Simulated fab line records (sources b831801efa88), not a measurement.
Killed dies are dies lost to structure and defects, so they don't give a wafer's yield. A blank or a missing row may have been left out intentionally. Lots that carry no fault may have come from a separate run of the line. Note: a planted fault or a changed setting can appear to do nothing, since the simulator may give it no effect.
Chamber matching + flow sky130 + SKY_POLY_GATE_ETCH_17 on rie-si-01: 4 sister chambers
The step etches poly-Si in HBr/Cl2, stops on SiO2, target depth 180 nm, time 70.5 s. 16 wafers are shown with their chamber, then 8 later ones without.

== WAFERS, EACH WITH ITS CHAMBER ==
| wafer  | chamber | drypump-motor-current-A (A) | throttle-valve-pct (%) | oes-product-au (a.u.) |
|--------|---------|-----------------------------|------------------------|-----------------------|
| L190.1 | 3       | 5.3                         | 33.685                 | 1.005                 |
| L190.3 | 0       | 6.1                         | 33.676                 | 0.989                 |
| L190.4 | 1       | 5.0                         | 33.684                 | 1.002                 |
| L194.1 | 3       | 5.3                         | 33.676                 | 0.992                 |
| L194.2 | 2       | 5.0                         | 33.675                 | 0.987                 |
| L194.5 | 3       | 5.3                         | 33.687                 | 0.989                 |
| L198.2 | 3       | 5.3                         | 33.662                 | 0.996                 |
| L198.5 | 0       | 6.0                         | 33.691                 | 0.995                 |
| L198.6 | 1       | 5.0                         | 33.684                 | 0.989                 |
| L200.2 | 1       | 5.0                         | 33.685                 | 0.979                 |
| L200.4 | 3       | 5.3                         | 33.696                 | 0.985                 |
| L200.6 | 1       | 5.0                         | 33.685                 | 0.985                 |
| L202.1 | 1       | 5.0                         | 33.686                 | 0.991                 |
| L202.4 | 2       | 5.0                         | 33.685                 | 1.000                 |
| L202.5 | 3       | 5.3                         | 33.685                 | 0.987                 |
| L204.2 | 0       | 6.0                         | 33.687                 | 0.986                 |

SIGNATURES (means of the wafers above)
| reading                 | chamber 0 | chamber 1 | chamber 2 | chamber 3 | scatter within a chamber |
|-------------------------|-----------|-----------|-----------|-----------|--------------------------|
| drypump-motor-current-A | 6.033     | 5.000     | 5.000     | 5.300     | 0.0236                   |
| throttle-valve-pct      | 33.68467  | 33.68480  | 33.68000  | 33.68183  | 0.00841                  |
| oes-product-au          | 0.99000   | 0.98920   | 0.99350   | 0.99233   | 0.00754                  |
Rule: for a wafer and a chamber, the distance is found by dividing, reading by reading, the gap between the wafer's reading and the chamber's mean by the reading's scatter, squaring, summing and taking the root. The wafer belongs to the nearest chamber; if the next one is less than 2 further off, it can't be placed. How the scatter is found: for the shown wafers, subtract from each reading the mean of its chamber, square and add these, divide the total by (wafers less chambers), then take the root.

== WAFERS WITHOUT THEIR CHAMBER ==
| wafer  | drypump-motor-current-A (A) | throttle-valve-pct (%) | oes-product-au (a.u.) |
|--------|-----------------------------|------------------------|-----------------------|
| L204.4 | 5.1                         | 33.667                 | 0.983                 |
| L204.5 | 5.0                         | 33.684                 | 0.991                 |
| L206.1 | 5.0                         | 33.698                 | 0.983                 |
| L206.3 | 6.1                         | 33.662                 | 0.980                 |
| L206.5 | 5.1                         | 33.683                 | 0.985                 |
| L210.1 | 5.3                         | 33.685                 | 0.975                 |
| L210.2 | 5.0                         | 33.690                 | 0.988                 |
| L210.4 | 6.0                         | 33.673                 | 0.992                 |

== EACH ONE'S CHAMBER ==
| wafer  | from the rows above     | in truth |
|--------|-------------------------|----------|
| L204.4 | can't be placed: 2 or 1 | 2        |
| L204.5 | can't be placed: 1 or 2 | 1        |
| L206.1 | can't be placed: 1 or 2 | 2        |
| L206.3 | 0                       | 0        |
| L206.5 | can't be placed: 1 or 2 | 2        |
| L210.1 | 3                       | 3        |
| L210.2 | can't be placed: 1 or 2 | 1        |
| L210.4 | 0                       | 0        |
Placed correctly: 3 of 8. From these rows, 5 cannot be placed; in 5 the true chamber is one of the candidates. Placed wrongly: 0.
